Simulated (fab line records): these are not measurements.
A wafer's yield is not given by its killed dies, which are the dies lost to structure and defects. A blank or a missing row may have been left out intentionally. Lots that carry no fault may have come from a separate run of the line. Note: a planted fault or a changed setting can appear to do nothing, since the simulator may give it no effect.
Which tool is to blame? ; flow gf180mcu ; 41 wafers from 14 lots sampled at 4 of the route's 602 steps

## WHAT THE GAUGES SHOWED, per wafer
GF_M5_OVL_MEAS_08. Usual: M5_OVL gives 1 nm (standard deviation 4.5).
lot;measured;on;M5_OVL (nm);flag
L466;day 26 04:53;overlay-02;4 -4 7;
L467;day 26 08:34;overlay-02;-6 -2 3;
L468;day 26 13:19;overlay-01;1 -4 -2;
L469;day 27 05:47;overlay-02;-2 4 2;
L470;day 27 13:47;overlay-01;-2 -5 2;
L471;day 27 21:45;overlay-02;1 1 -1;
L473;day 28 20:26;overlay-02;1 5 4;
L474;day 28 21:52;overlay-02;10 9 2;
L476;day 29 10:17;overlay-01;-4 -7 -6;
L477;day 29 18:58;overlay-01;-3 -1 2;
L478;day 29 23:38;overlay-02;6 7 7;
L482;day 30 22:31;overlay-02;0 -3;
L486;day 32 09:44;overlay-02;-1 6 4;
L487;day 32 14:04;overlay-01;0 4 -1;

## WHICH TOOL RAN EACH LOT (tool, then ch and the chambers of the sampled wafers, then the start)
lot;GF_MIM_SPUTTER_00;GF_MIM_SPUTTER_03;GF_M5_SOFTBAKE_03
L466;pvd_sputter-02, day 24 10:28;pvd_sputter-02, day 24 10:38;litho_track-04 ch 0, day 25 18:10
L467;pvd_sputter-03, day 24 13:59;pvd_sputter-03, day 24 14:08;litho_track-03 ch 0, day 25 22:31
L468;pvd_sputter-01, day 24 18:37;pvd_sputter-01, day 24 18:47;litho_track-04 ch 0, day 26 03:07
L469;pvd_sputter-03, day 25 11:43;pvd_sputter-03, day 25 12:02;litho_track-01 ch 0, day 26 19:23
L470;pvd_sputter-03, day 25 19:57;pvd_sputter-03, day 25 20:07;litho_track-03 ch 0, day 27 03:40
L471;pvd_sputter-01, day 26 05:02;pvd_sputter-01, day 26 05:12;litho_track-03 ch 0, day 27 11:15
L473;pvd_sputter-02, day 27 04:27;pvd_sputter-02, day 27 04:37;litho_track-04 ch 0, day 28 10:21
L474;pvd_sputter-02, day 27 05:24;pvd_sputter-02, day 27 05:34;litho_track-03 ch 0, day 28 11:25
L476;pvd_sputter-03, day 27 19:37;pvd_sputter-03, day 27 19:46;litho_track-03 ch 0, day 29 00:37
L477;pvd_sputter-02, day 28 04:27;pvd_sputter-02, day 28 04:37;litho_track-03 ch 0, day 29 09:21
L478;pvd_sputter-03, day 28 09:39;pvd_sputter-03, day 28 09:49;litho_track-04 ch 0, day 29 14:38
L482;pvd_sputter-03, day 29 09:14;pvd_sputter-03, day 29 09:24;litho_track-03 ch 0, day 30 13:40
L486;pvd_sputter-01, day 30 23:36;pvd_sputter-01, day 30 23:46;litho_track-01 ch 0, day 32 02:14
L487;pvd_sputter-03, day 31 03:35;pvd_sputter-03, day 31 03:45;litho_track-04 ch 0, day 32 06:05
- GF_MIM_SPUTTER_00: material Ti, target thk 37.5 nm, time 150 s.
- GF_MIM_SPUTTER_03: material Ti, target thk 10 nm, time 6.7 s.
- GF_M5_SOFTBAKE_03: time 60 s.

## AS READ BY THE TOOLS THEMSELVES (means over the sampled wafers that have a number; for cases with no such wafer, the mark the record gives instead)
GF_MIM_SPUTTER_00. Usual: throttle_valve_pct reads 29.6 % (standard deviation 1.2).
lot;tool;throttle_valve_pct (%);flag
L466;pvd_sputter-02;29.8;
L467;pvd_sputter-03;30.3;
L468;pvd_sputter-01;29.0;
L469;pvd_sputter-03;30.2;
L470;pvd_sputter-03;29.2;
L471;pvd_sputter-01;29.2;
L473;pvd_sputter-02;30.4;
L474;pvd_sputter-02;29.6;
L476;pvd_sputter-03;29.8;
L477;pvd_sputter-02;30.2;
L478;pvd_sputter-03;30.2;
L482;pvd_sputter-03;30.5;
L486;pvd_sputter-01;28.2;
L487;pvd_sputter-03;30.3;

GF_MIM_SPUTTER_03. Usual: throttle_valve_pct reads 29.6 % (standard deviation 1.2).
lot;tool;throttle_valve_pct (%);flag
L466;pvd_sputter-02;29.6;
L467;pvd_sputter-03;30.3;
L468;pvd_sputter-01;28.9;
L469;pvd_sputter-03;30.2;
L470;pvd_sputter-03;29.1;
L471;pvd_sputter-01;29.2;
L473;pvd_sputter-02;30.4;
L474;pvd_sputter-02;29.5;
L476;pvd_sputter-03;30.0;
L477;pvd_sputter-02;30.1;
L478;pvd_sputter-03;30.3;
L482;pvd_sputter-03;30.7;
L486;pvd_sputter-01;28.4;
L487;pvd_sputter-03;30.3;

GF_M5_SOFTBAKE_03. Usual: exhaust_pa 45.1 Pa, standard deviation 0.97; heater_power_total_W 93.04 W, standard deviation 0.059; run_length_s 89.16 s, standard deviation 0.18.
lot;tool;exhaust_pa (Pa);heater_power_total_W (W);run_length_s (s);flag
L466;litho_track-04;43.8;93.07;89.07;
L467;litho_track-03;45.7;93.09;89.05;
L468;litho_track-04;45.5;93.08;89.11;
L469;litho_track-01;45.8;93.08;89.38;
L470;litho_track-03;46.0;93.01;89.01;
L471;litho_track-03;45.1;93.08;88.95;
L473;litho_track-04;45.2;93.06;89.21;
L474;litho_track-03;46.0;93.03;89.05;
L476;litho_track-03;45.9;92.99;89.25;
L477;litho_track-03;45.2;93.84;87.62;OFF
L478;litho_track-04;45.0;93.09;89.04;
L482;litho_track-03;43.8;94.33;86.97;OFF
L486;litho_track-01;45.6;93.03;89.37;
L487;litho_track-04;45.5;93.09;89.15;

## THE ANSWER, worked out from the rows above alone
Rule: a lot is off if the mean of its wafers that have a number lies more than 3 standard deviations from the usual mean. Also off: a lot with no number at a reading for which 4 or more lots have one. Where the step has rows for the other lots, those lots are counted as sound. After the gauges, taken in route order, come the tools' own readings; for these a lot's mean is taken, as printed above. The first step at which some lot is off is used, and at that step the reading that is off furthest; a lot without a number counts as furthest.
Off: L477, L482, at GF_M5_SOFTBAKE_03 (heater_power_total_W).
A tool fits if, at that step or a process step before it, it ran every lot that is off, and no sound lot after the first of them. One candidate fits, namely litho_track-03 at GF_M5_SOFTBAKE_03. Its last sound lot is L476 (day 29 00:37), its first lot that is off L477 (day 29 09:21): a fault that began between those two fits.
The tool's own readings at GF_M5_SOFTBAKE_03 bear it out: on the lots that are off they differ by more than 5 times the standard deviation of the sound lots' means. heater_power_total_W reads 94.09 W there against 93.06 W on the sound lots; run_length_s reads 87.30 s there against 89.14 s on the sound lots.

## WHAT THE SIMULATOR HAD PUT IN
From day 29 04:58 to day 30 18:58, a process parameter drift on litho_track-03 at GF_M5_SOFTBAKE_03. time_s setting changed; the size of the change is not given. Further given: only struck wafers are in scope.
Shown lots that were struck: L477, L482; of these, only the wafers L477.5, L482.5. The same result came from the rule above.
